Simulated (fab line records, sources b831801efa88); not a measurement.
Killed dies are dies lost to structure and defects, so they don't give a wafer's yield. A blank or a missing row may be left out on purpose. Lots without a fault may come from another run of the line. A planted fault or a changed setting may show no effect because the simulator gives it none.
Tool commonality check | flow sky130 | 12 lots, 36 wafers sampled

WHY IT WAS OPENED
At SKY_GATE_OXIDE_TW_MEAS_14 the reading GATE_OXIDE_TW is flagged on 2 of 12 lots. Wafers without a fault read 225.3, standard deviation 1.1.
Rule: a lot is flagged when every wafer of it that has a number lies more than 4 standard deviations from that mean, or none has a number. The other lots count as sound.

lot  | measured     | on            | GATE_OXIDE_TW, wafer by wafer | flag
L827 | day 13 16:07 | film_metro-01 | 225.7 223.5 223.9             |
L830 | day 14 19:22 | film_metro-02 | 223.2 222.0 224.7             |
L831 | day 15 07:53 | film_metro-01 | 226.1 227.6 226.1             |
L832 | day 15 18:35 | film_metro-01 | 224.9 227.1 226.5             |
L834 | day 16 12:02 | film_metro-01 | 225.4 225.9 224.9             |
L839 | day 18 08:57 | film_metro-02 | 209.8 209.3 209.4             | FLAGGED
L840 | day 18 13:31 | film_metro-03 | 209.1 209.3 210.2             | FLAGGED
L841 | day 19 02:50 | film_metro-02 | 223.5 222.7 223.4             |
L846 | day 20 19:11 | film_metro-03 | 226.1 227.6 226.3             |
L847 | day 21 01:46 | film_metro-03 | 225.8 226.0 226.0             |
L849 | day 21 18:14 | film_metro-02 | 225.8 225.6 225.3             |
L850 | day 22 01:58 | film_metro-03 | 226.2 224.7 226.2             |
The numbers of the flagged lots are 209.5 on average: -15.8 against the usual, or -14 standard deviations.

WHICH TOOL RAN EACH LOT
The record holds 2 process steps before the reading, out of a route of 708 steps. In each cell: the tool, then ch and the chambers that the sampled wafers went through, then the start.
lot  | flag    | SKY_SONOS_ONO_STRIP_17               | SKY_GATE_OXIDE_IMPLANT_11
L827 |         | plasma_asher-03 ch 0,1, day 12 12:22 | implanter-02 ch 0, day 13 15:46
L830 |         | plasma_asher-03 ch 0,1, day 13 15:10 | implanter-03 ch 0, day 14 19:01
L831 |         | plasma_asher-01 ch 1, day 14 01:37   | implanter-03 ch 0, day 15 07:34
L832 |         | plasma_asher-03 ch 0,1, day 14 12:22 | implanter-04 ch 0, day 15 18:14
L834 |         | plasma_asher-03 ch 0,1, day 15 04:46 | implanter-04 ch 0, day 16 11:41
L839 | FLAGGED | plasma_asher-03 ch 0,1, day 17 00:28 | implanter-04 ch 0, day 18 08:35
L840 | FLAGGED | plasma_asher-01 ch 0,1, day 17 06:36 | implanter-04 ch 0, day 18 13:11
L841 |         | plasma_asher-01 ch 0, day 17 18:28   | implanter-03 ch 0, day 19 02:29
L846 |         | plasma_asher-01 ch 1, day 19 10:34   | implanter-03 ch 0, day 20 18:44
L847 |         | plasma_asher-03 ch 0, day 19 17:34   | implanter-02 ch 0, day 21 01:17
L849 |         | plasma_asher-01 ch 0,1, day 20 08:55 | implanter-04 ch 0, day 21 17:53
L850 |         | plasma_asher-03 ch 0,1, day 20 16:10 | implanter-04 ch 0, day 22 01:38
What these steps do:
- SKY_SONOS_ONO_STRIP_17: strips in O2/N2.
- SKY_GATE_OXIDE_IMPLANT_11
- SKY_GATE_OXIDE_TW_MEAS_14

FLAGGED OVER TOTAL, TOOL BY TOOL (the gauges that took the reading come last)
step                      | tool            | lots run | flagged | share of the flagged lots | sound lots run after its first flagged lot
SKY_SONOS_ONO_STRIP_17    | plasma_asher-01 | 5        | 1       | some                      | 3 (L841,L846,L849)
SKY_SONOS_ONO_STRIP_17    | plasma_asher-03 | 7        | 1       | some                      | 2 (L847,L850)
SKY_GATE_OXIDE_IMPLANT_11 | implanter-02    | 2        | 0       | none                      | -
SKY_GATE_OXIDE_IMPLANT_11 | implanter-03    | 4        | 0       | none                      | -
SKY_GATE_OXIDE_IMPLANT_11 | implanter-04    | 6        | 2       | all                       | 2 (L849,L850)
SKY_GATE_OXIDE_TW_MEAS_14 | film_metro-01   | 4        | 0       | none                      | -
SKY_GATE_OXIDE_TW_MEAS_14 | film_metro-02   | 4        | 1       | some                      | 2 (L841,L849)
SKY_GATE_OXIDE_TW_MEAS_14 | film_metro-03   | 4        | 1       | some                      | 3 (L846,L847,L850)

WHAT THE TABLE ALLOWS
1 row of the table ran every flagged lot: implanter-04 at SKY_GATE_OXIDE_IMPLANT_11.
- implanter-04 at SKY_GATE_OXIDE_IMPLANT_11: 2 of its 6 lots flagged. Sound lots ran on it after the first flagged one (L849, L850), which a lasting fault on the whole tool wouldn't allow. Its own readings lie more than 4 standard deviations out on every wafer of the flagged lots: dose_ions_cm2, faraday_current_uA.
No row of the table ran every flagged lot and no sound lot after the first.

WHAT THE SIMULATOR HAD PUT IN
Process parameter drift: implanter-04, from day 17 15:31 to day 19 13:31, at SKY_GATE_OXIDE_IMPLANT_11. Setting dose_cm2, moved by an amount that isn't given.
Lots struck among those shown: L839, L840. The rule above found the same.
